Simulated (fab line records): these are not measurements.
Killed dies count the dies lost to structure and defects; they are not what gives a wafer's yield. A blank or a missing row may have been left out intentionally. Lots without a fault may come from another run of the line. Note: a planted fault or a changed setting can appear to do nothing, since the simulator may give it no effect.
fab line records | flow gf180mcu
record lots=14 wafers=42 last-day=34
route steps=602 shown VT_IMPLANT@122 DUAL_GATE@144 POLY_GATE@168 HV_LDD@180
lots with no fault: from the same line, run without faults
start-h: hours from the record's opening day to when the first of the lot's shown wafers began | wait-h: hours elapsed since this lot's preceding step | " same as the row above | L1.1+2: a single row standing in for several wafers | - either no value or no given start | * or withheld: withheld | < > ~ a bound
route shown NAME@n: NAME is a module with steps in the file, n the number in the route of the first one | usual: the fault-free wafers' mean and standard deviation | same: alike in all rows | chamber/n: place in a boat | sites: per-site readings | _std_site: how widely they spread, as a standard deviation | _edge_site: inner sites' mean taken away from outer sites' mean | radius-mm: how far each site lies from the wafer's centre | mask NAME#n: copy n | behind: the last tool/chamber to shape the wafer | hold: the reason the lot was held/the length of the hold in hours/how it ended | device: which transistor (n, p or np) failed to switch | end of line: the tests these same wafers got at the end of their route | a step with no rows: only its recipe | killed: the dies lost at the first sort to structure and to defects; this is not the yield of the wafer | map: dies across one wafer; x = killed, . = not, _ = none there
set.NAME: the setting as run; set.NAME@STEP: as run at that earlier step | model.NAME: the simulator's own value behind a step, which no gauge read
steps of the route over a sample of lots; a table a step, a row a wafer
services: when a tool's chamber went out of use (start-h, in hours from the record's first day, below 0 if earlier), for how many hours, and the reason
## steps
# step GF_VT_IMPLANT_TW_MEAS_32
# usual VT_IMPLANT_3_TW=266/3.8
# columns lot.wafer tool chamber start-h wait-h VT_IMPLANT_3_TW
L668.3 film-metro-01 - 144.69 0.1 265
L668.4 " - " " 266
L668.5 " - " " 266
L669.3 film-metro-01 - 150.39 0.1 264
L669.4 " - " " 265
L669.6 " - " " 265
L670.2 film-metro-01 - 153.23 0.1 264
L670.4 " - " " 264
L670.5 " - " " 265
L672.1 film-metro-03 - 169.47 0.1 264
L672.2 " - " " 263
L672.6 " - " " 262
L673.1 film-metro-04 - 176.72 0.1 273
L673.3 " - " " 274
L673.4 " - " " 272
L674.1 film-metro-04 - 179.24 0.1 272
L674.4 " - " " 274
L674.5 " - " " 273
L675.2 film-metro-03 - 184.63 0.1 262
L675.3 " - " " 265
L675.6 " - " " 262
L683.1 film-metro-03 - 238.67 0.1 266
L683.5 " - " " 265
L683.6 " - " " 265
L684.2 film-metro-04 - 245.70 0.1 272
L684.3 " - " " 274
L684.6 " - " " 271
L685.3 film-metro-01 - 251.66 0.1 266
L685.4 " - " " 266
L685.6 " - " " 267
L687.1 film-metro-03 - 263.16 0.1 262
L687.4 " - " " 261
L687.6 " - " " 261
L688.3 film-metro-01 - 270.76 0.1 265
L688.4 " - " " 265
L688.6 " - " " 266
L689.1 film-metro-03 - 278.91 0.1 262
L689.4 " - " " 263
L689.6 " - " " 262
L691.2 film-metro-01 - 294.17 0.1 263
L691.4 " - " " 264
L691.6 " - " " 265
# step GF_DUAL_GATE_THK_MEAS_03
# recipe reads=SiO2_of_DUAL_GATE_OXIDATION_02
# usual DUAL_GATE_OXIDATION_00_THK=10.99/0.21
# columns lot.wafer tool chamber start-h wait-h DUAL_GATE_OXIDATION_00_THK[nm]
L668.3 film-metro-02 - 164.11 0.0 11.10
L668.4 " - " " 11.02
L668.5 " - " " 11.39
L669.3 film-metro-01 - 168.34 0.0 10.98
L669.4 " - " " 11.15
L669.6 " - " " 11.23
L670.2 film-metro-02 - 171.76 0.0 11.26
L670.4 " - " " 11.22
L670.5 " - " " 11.25
L672.1 film-metro-02 - 188.42 0.0 11.35
L672.2 " - " " 11.21
L672.6 " - " " 11.21
L673.1 film-metro-02 - 196.02 0.0 11.26
L673.3 " - " " 11.21
L673.4 " - " " 11.26
L674.1 film-metro-02 - 198.59 0.0 10.84
L674.4 " - " " 10.96
L674.5 " - " " 10.78
L675.2 film-metro-01 - 204.24 0.0 10.85
L675.3 " - " " 11.00
L675.6 " - " " 11.05
L683.1 film-metro-04 - 260.45 0.0 10.77
L683.5 " - " " 11.08
L683.6 " - " " 10.95
L684.2 film-metro-02 - 268.72 0.0 11.02
L684.3 " - " " 10.86
L684.6 " - " " 11.11
L685.3 film-metro-01 - 274.27 0.0 11.18
L685.4 " - " " 11.01
L685.6 " - " " 11.25
L687.1 film-metro-01 - 284.89 0.0 11.08
L687.4 " - " " 11.18
L687.6 " - " " 10.94
L688.3 film-metro-02 - 295.06 0.0 10.85
L688.4 " - " " 10.88
L688.6 " - " " 10.82
L689.1 film-metro-01 - 301.44 0.0 10.76
L689.4 " - " " 10.70
L689.6 " - " " 10.65
L691.2 film-metro-01 - 318.06 0.0 10.94
L691.4 " - " " 10.87
L691.6 " - " " 10.61
# step GF_POLY_GATE_OVL_MEAS_11
# usual POLY_GATE_OVL=-6/4.6
# columns lot.wafer tool chamber start-h wait-h POLY_GATE_OVL[nm]
L668.3 overlay-01 - 199.61 0.1 -9
L668.4 " - " " -14
L668.5 " - " " -4
L669.3 overlay-02 - 205.31 0.1 -14
L669.4 " - " " -16
L669.6 " - " " -9
L670.2 overlay-01 - 208.58 0.1 -12
L670.4 " - " " -16
L670.5 " - " " -9
L672.1 overlay-02 - 226.88 0.1 -4
L672.2 " - " " -5
L672.6 " - " " -2
L673.1 overlay-02 - 234.46 0.1 -11
L673.3 " - " " -8
L673.4 " - " " -12
L674.1 overlay-01 - 237.01 0.1 -17
L674.4 " - " " -8
L674.5 " - " " -9
L675.2 overlay-01 - 243.38 0.1 -3
L675.3 " - " " -2
L675.6 " - " " -5
L683.1 overlay-02 - 304.60 0.1 -10
L683.5 " - " " -9
L683.6 " - " " -1
L684.2 overlay-02 - 312.28 0.1 1
L684.3 " - " " -5
L684.6 " - " " 0
L685.3 overlay-01 - 318.13 0.1 -12
L685.4 " - " " -14
L685.6 " - " " -10
L687.1 overlay-01 - 329.85 0.1 -10
L687.4 " - " " -5
L687.6 " - " " -6
L688.3 overlay-02 - 344.27 0.1 3
L688.4 " - " " -2
L688.6 " - " " -7
L689.1 overlay-02 - 348.00 0.1 2
L689.4 " - " " -5
L689.6 " - " " -5
L691.2 overlay-01 - 362.58 0.1 -10
L691.4 " - " " -7
L691.6 " - " " -8
# step GF_HV_LDD_EXPOSE_04
# recipe mask-id=Nplus_LV_AREA target-cd-nm=400 na=0.6 source-shape=conventional sigma-outer=0.6 dose-mj=140
# usual exposure-dose-mJ-cm2=139.96/0.13 focus-offset-nm=0.0/0.56
# columns lot.wafer tool chamber start-h wait-h mask exposure-dose-mJ-cm2 focus-offset-nm
L668.3 iline-stepper-01 0 209.73 - Nplus_LV_AREA#0 139.91 0.5
L668.4 " 0 " " Nplus_LV_AREA#0 139.93 -0.1
L668.5 " 0 " " Nplus_LV_AREA#0 139.83 1.5
L669.3 iline-stepper-02 0 216.24 - Nplus_LV_AREA#0 139.90 -0.5
L669.4 " 0 " " Nplus_LV_AREA#0 140.01 -0.3
L669.6 " 0 " " Nplus_LV_AREA#0 139.94 1.0
L670.2 iline-stepper-01 0 219.47 - Nplus_LV_AREA#0 139.98 -0.3
L670.4 " 0 " " Nplus_LV_AREA#0 139.98 -0.5
L670.5 " 0 " " Nplus_LV_AREA#0 140.09 -0.3
L672.1 iline-stepper-01 0 242.64 - Nplus_LV_AREA#0 139.87 0.8
L672.2 " 0 " " Nplus_LV_AREA#0 139.95 -0.3
L672.6 " 0 " " Nplus_LV_AREA#0 139.70 0.5
L674.1 iline-stepper-02 - 247.45 - Nplus_LV_AREA#0 - -
L674.4 " - " " Nplus_LV_AREA#0 - -
L674.5 " - " " Nplus_LV_AREA#0 - -
L673.1 iline-stepper-01 - 247.71 - Nplus_LV_AREA#0 - -
L673.3 " - " " Nplus_LV_AREA#0 - -
L673.4 " - " " Nplus_LV_AREA#0 - -
L675.2 iline-stepper-01 0 256.20 - Nplus_LV_AREA#0 140.01 1.0
L675.3 " 0 " " Nplus_LV_AREA#0 139.98 0.4
L675.6 " 0 " " Nplus_LV_AREA#0 140.03 1.0
L683.1 iline-stepper-02 0 317.08 - Nplus_LV_AREA#0 140.10 0.4
L683.5 " 0 " " Nplus_LV_AREA#0 140.09 0.2
L683.6 " 0 " " Nplus_LV_AREA#0 140.32 -0.2
L684.2 iline-stepper-02 0 325.40 - Nplus_LV_AREA#0 140.10 0.0
L684.3 " 0 " " Nplus_LV_AREA#0 140.06 1.3
L684.6 " 0 " " Nplus_LV_AREA#0 140.10 0.9
L685.3 iline-stepper-02 0 330.37 - Nplus_LV_AREA#0 139.79 -0.7
L685.4 " 0 " " Nplus_LV_AREA#0 139.93 -0.4
L685.6 " 0 " " Nplus_LV_AREA#0 139.79 -0.4
L687.1 iline-stepper-01 0 343.27 - Nplus_LV_AREA#0 139.92 0.0
L687.4 " 0 " " Nplus_LV_AREA#0 140.04 -0.3
L687.6 " 0 " " Nplus_LV_AREA#0 139.87 -0.2
L688.3 iline-stepper-01 0 356.53 - Nplus_LV_AREA#0 139.93 0.6
L688.4 " 0 " " Nplus_LV_AREA#0 139.90 0.3
L688.6 " 0 " " Nplus_LV_AREA#0 139.91 0.5
L689.1 iline-stepper-01 0 360.39 - Nplus_LV_AREA#0 139.88 -0.3
L689.4 " 0 " " Nplus_LV_AREA#0 140.00 0.0
L689.6 " 0 " " Nplus_LV_AREA#0 140.02 0.0
L691.2 iline-stepper-02 0 375.38 - Nplus_LV_AREA#0 140.05 0.4
L691.4 " 0 " " Nplus_LV_AREA#0 139.98 0.4
L691.6 " 0 " " Nplus_LV_AREA#0 139.87 0.8
## services
# columns tool chamber start-h hours kind
iline-stepper-02 - 197.47 3.1 repair
iline-stepper-01 - 200.97 2.1 pm
iline-stepper-01 - 203.05 - consumable-replace:lamp
iline-stepper-01 - 248.79 1.7 pm
iline-stepper-01 0 269.21 - calibration
iline-stepper-02 - 336.71 1.7 pm
## key
first-sign step=GF_HV_LDD_EXPOSE_04 reading=tool-record direction=missing
effect none on later readings
met-at GF_HV_LDD_EXPOSE_04
struck-lots L673,L674
later-rows-left-out L673.1,L673.3,L673.4,L674.1,L674.4,L674.5
sort-left-out L673.1,L673.3,L673.4,L674.1,L674.4,L674.5
tester-left-out L673,L674
not-acting-at GF_VT_IMPLANT_TW_MEAS_32,GF_DUAL_GATE_THK_MEAS_03,GF_POLY_GATE_OVL_MEAS_11
onset-between 242.64 247.45
fault kind=skipped-step-whole tool=iline-stepper-01,iline-stepper-02 chamber=- onset-h=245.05 steps=GF_HV_LDD_EXPOSE_04 scope=struck-lots-only
# tester-left-out: of these lots the tester's yield and bins aren't shown, on N5 and GAA mostly nor the transistor test; their killed dies are dies lost to structure and defects alone, not to doping, threshold or leakage, so they don't give the yield
# sort-left-out: the simulated sort isn't trusted on such a fault, so these wafers' sort isn't shown, and their yield isn't known
# later-rows-left-out: the simulator's readings of these wafers behind a module that went badly wrong aren't trusted and aren't shown, but for the sort
